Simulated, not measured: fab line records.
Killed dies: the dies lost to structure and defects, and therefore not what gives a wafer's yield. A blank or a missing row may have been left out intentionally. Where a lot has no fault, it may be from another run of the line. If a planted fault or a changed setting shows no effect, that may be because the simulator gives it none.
Chamber matching + flow sky130 + SKY_VIA2_CMP_24 on cmp-02 has 4 sister chambers
The step polishes, stops on SiO2, t overpolish 20 s, target thk 0 nm. 14 wafers are shown with their chamber, then 7 later ones without.

WAFERS, EACH WITH ITS CHAMBER
| wafer  | chamber | motorCurrentA (A) |
|--------|---------|-------------------|
| L278.1 | 2       | 10.7              |
| L278.4 | 1       | 10.5              |
| L278.6 | 2       | 10.9              |
| L281.1 | 0       | 11.8              |
| L281.2 | 2       | 10.9              |
| L281.6 | 1       | 10.5              |
| L286.2 | 0       | 12.7              |
| L286.4 | 2       | 10.3              |
| L286.6 | 2       | 10.9              |
| L287.1 | 3       | 11.7              |
| L287.3 | 1       | 10.1              |
| L287.5 | 3       | 11.7              |
| L289.2 | 1       | 10.8              |
| L289.4 | 3       | 12.3              |

SIGNATURES, as means of the wafers listed above
| reading       | chamber 0 | chamber 1 | chamber 2 | chamber 3 | scatter within a chamber |
|---------------|-----------|-----------|-----------|-----------|--------------------------|
| motorCurrentA | 12.250    | 10.475    | 10.740    | 11.900    | 0.341                    |
Rule: a wafer's distance from a chamber is the root of the sum, over the readings, of the square of ((its reading less the chamber's mean) divided by the reading's scatter). The wafer belongs to the nearest chamber; if the next one is less than 2 further off, it can't be placed. The scatter: the root of (the sum of the squares of (reading less its chamber's mean) over the shown wafers, divided by (wafers less chambers)).

WAFERS WITH NO CHAMBER GIVEN
| wafer  | motorCurrentA (A) |
|--------|-------------------|
| L289.5 | 12.5              |
| L290.4 | 11.9              |
| L290.5 | 10.7              |
| L290.6 | 11.1              |
| L295.3 | 10.3              |
| L295.4 | 11.2              |
| L295.5 | 12.5              |

CHAMBER TAKEN BY EACH
| wafer  | from the rows above               | in truth |
|--------|-----------------------------------|----------|
| L289.5 | can't be placed: 0 or 3           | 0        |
| L290.4 | can't be placed: 3 or 0           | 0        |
| L290.5 | can't be placed: 2 or 1           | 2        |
| L290.6 | can't be placed: 2 or 1 or 3      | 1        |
| L295.3 | can't be placed: 1 or 2           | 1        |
| L295.4 | can't be placed: 2 or 3 or 1 or 0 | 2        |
| L295.5 | can't be placed: 0 or 3           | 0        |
Correct placement for 0 of the 7. Cannot be placed on the basis of these rows: 7; the candidates contain the true chamber in 7. 0 placed wrongly.
